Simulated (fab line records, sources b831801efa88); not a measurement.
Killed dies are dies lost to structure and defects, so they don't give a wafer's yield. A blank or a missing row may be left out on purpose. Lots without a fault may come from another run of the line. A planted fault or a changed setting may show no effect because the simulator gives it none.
Tool commonality check | flow gf180mcu | 13 lots, 39 wafers sampled

WHY IT WAS OPENED
At GF_HV_LDD_TW_MEAS_38 the reading HV_LDD_3_TW is flagged on 3 of 13 lots. Wafers without a fault read 1439, standard deviation 17.
Rule: a lot is flagged when every wafer of it that has a number lies more than 4 standard deviations from that mean, or none has a number. The other lots count as sound.

lot  | measured     | on            | HV_LDD_3_TW, wafer by wafer | flag
L871 | day 12 05:02 | film_metro-04 | 1534 1530 1525              | FLAGGED
L874 | day 13 06:12 | film_metro-01 | 1422 1427 1427              |
L875 | day 13 09:47 | film_metro-04 | 1531 1529 1532              | FLAGGED
L881 | day 15 08:41 | film_metro-03 | 1576 1575 1570              | FLAGGED
L883 | day 16 02:08 | film_metro-01 | 1421 1427 1419              |
L884 | day 16 10:32 | film_metro-03 | 1461 1462 1464              |
L885 | day 16 19:23 | film_metro-03 | 1462 1463 1459              |
L887 | day 17 11:50 | film_metro-01 | 1434 1440 1438              |
L888 | day 17 16:14 | film_metro-01 | 1442 1443 1441              |
L889 | day 18 10:44 | film_metro-03 | 1450 1452 1456              |
L890 | day 18 17:33 | film_metro-04 | 1432 1432 1424              |
L891 | day 19 03:05 | film_metro-03 | 1445 1449 1454              |
L892 | day 19 03:08 | film_metro-01 | 1413 1413 1417              |
The numbers of the flagged lots are 1545 on average: +106 against the usual, or +6 standard deviations.

WHICH TOOL RAN EACH LOT
The record holds 1 process step before the reading, out of a route of 602 steps. In each cell: the tool, then ch and the chambers that the sampled wafers went through, then the start.
lot  | flag    | GF_HV_LDD_IMPLANT_33
L871 | FLAGGED | implanter-03 ch 0, day 12 04:01
L874 |         | implanter-04 ch 0, day 13 05:32
L875 | FLAGGED | implanter-04 ch 0, day 13 08:47
L881 | FLAGGED | implanter-04 ch 0, day 15 07:39
L883 |         | implanter-04 ch 0, day 16 01:26
L884 |         | implanter-01 ch 0, day 16 09:50
L885 |         | implanter-03 ch 0, day 16 18:42
L887 |         | implanter-04 ch 0, day 17 11:08
L888 |         | implanter-03 ch 0, day 17 15:32
L889 |         | implanter-01 ch 0, day 18 10:02
L890 |         | implanter-04 ch 0, day 18 16:52
L891 |         | implanter-03 ch 0, day 19 02:23
L892 |         | implanter-04 ch 0, day 19 02:26
What these steps do:
- GF_HV_LDD_IMPLANT_33
- GF_HV_LDD_TW_MEAS_38

FLAGGED OVER TOTAL, TOOL BY TOOL (the gauges that took the reading come last)
step                 | tool          | lots run | flagged | share of the flagged lots | sound lots run after its first flagged lot
GF_HV_LDD_IMPLANT_33 | implanter-01  | 2        | 0       | none                      | -
GF_HV_LDD_IMPLANT_33 | implanter-03  | 4        | 1       | some                      | 3 (L885,L888,L891)
GF_HV_LDD_IMPLANT_33 | implanter-04  | 7        | 2       | some                      | 4 (L883,L887,L890,L892)
GF_HV_LDD_TW_MEAS_38 | film_metro-01 | 5        | 0       | none                      | -
GF_HV_LDD_TW_MEAS_38 | film_metro-03 | 5        | 1       | some                      | 4 (L884,L885,L889,L891)
GF_HV_LDD_TW_MEAS_38 | film_metro-04 | 3        | 2       | some                      | 1 (L890)

WHAT THE TABLE ALLOWS
No row of the table ran every flagged lot.

WHAT THE SIMULATOR HAD PUT IN
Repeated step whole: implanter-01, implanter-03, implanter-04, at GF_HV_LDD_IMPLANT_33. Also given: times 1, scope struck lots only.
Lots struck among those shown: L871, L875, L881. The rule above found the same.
